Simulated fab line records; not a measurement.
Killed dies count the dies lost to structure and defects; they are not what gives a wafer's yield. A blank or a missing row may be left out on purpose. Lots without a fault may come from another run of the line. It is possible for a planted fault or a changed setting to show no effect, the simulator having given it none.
Problem report in the 8D (eight disciplines) form, filled by code -- flow gf180mcu -- the parts of the form that need people (team, actions taken, sign-off) are left out

1. THE PROBLEM
cdNm at GF_PSD_CD_MEAS_07 reads a mean of 429.2 nm on 3 wafers of 3 lots; wafers without a fault read 400.1 nm with a standard deviation of 2.6. That is +11 standard deviations from the usual mean.
The step: target cd 400 nm.
First observed at day 19 00:34: wafer L647.1, on cdSem-02. The record has a number at this step for 40 wafers belonging to 14 lots. Rule for "out" (also "out of limits"): further than 4 standard deviations from the usual mean. The other wafers with a number count as sound.

2. WHAT IT IS; WHAT IT IS NOT
question,is,is not
which readings at this step,cdNm,-
which lots,"L647, L648, L649","L633, L634, L635, L636, L637, L638, L639, L641, L642, L643, L653"
which wafers of those lots,"L647.1, L648.3, L649.3","L647.6, L648.2, L648.6, L649.5"
read on which gauges,"cdSem-01, cdSem-02",-
when,from day 19 00:34,"up to then (31 sound wafers); but 6 sound wafers of L648, L649, L653 came after"

3. SUSPECTS, AND WHAT RULES EACH OUT
Counting: any tool at a process step up to the reading remains a suspect provided it ran every lot that is out. Sound lots after the first of them don't rule it out here, since some wafers of a struck lot are sound.
- ruled out: the gauge at GF_PSD_CD_MEAS_07. Those wafers that are out were read across 2 gauges (cdSem-01, cdSem-02).
- lithoTrack-01 at GF_PSD_DEVELOP_06 (develop time 60 s): kept. Every lot that is out went through it, the first being L647 (day 19 00:25); the last sound lot it ran before that was L643 (day 17 19:13).
After counting, what remains is lithoTrack-01 at GF_PSD_DEVELOP_06.

4. THE CAUSE (what the simulator had put in)
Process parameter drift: lithoTrack-01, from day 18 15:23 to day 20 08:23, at GF_PSD_DEVELOP_06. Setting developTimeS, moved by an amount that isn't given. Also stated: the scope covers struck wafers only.
Only this tool survived the counting.

5. THE CHAIN OF EFFECTS, in route order
Each row: a reading whose mean over the struck wafers that have a number lies more than 3 standard deviations from the usual. Scope: only readings with a usual standard deviation given in the record; hours: median across lots of the time from each lot's start at the first step in this table that gives one to its start at this step; sigmas: change in usual standard deviations.
hours,step,reading,usual,on struck wafers,change,sigmas
0,GF_PSD_CD_MEAS_07,cdNm,400.1 nm,429.2,+29.1,+11

6. WHAT WOULD HAVE CAUGHT IT SOONER
The first out-of-limits reading at a measuring or inspecting step in this record came at day 19 00:34, 9 hours after the fault's start at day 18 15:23.
Tool readings at GF_PSD_DEVELOP_06 with a usual standard deviation given in the record: none out on any struck wafer, hence no alarm at a limit of 4 standard deviations on them.
Of the lots that are out (3), L648, L649 began GF_PSD_DEVELOP_06 on lithoTrack-01 after day 19 00:34. A hold on the tool at that time would have spared those 2.
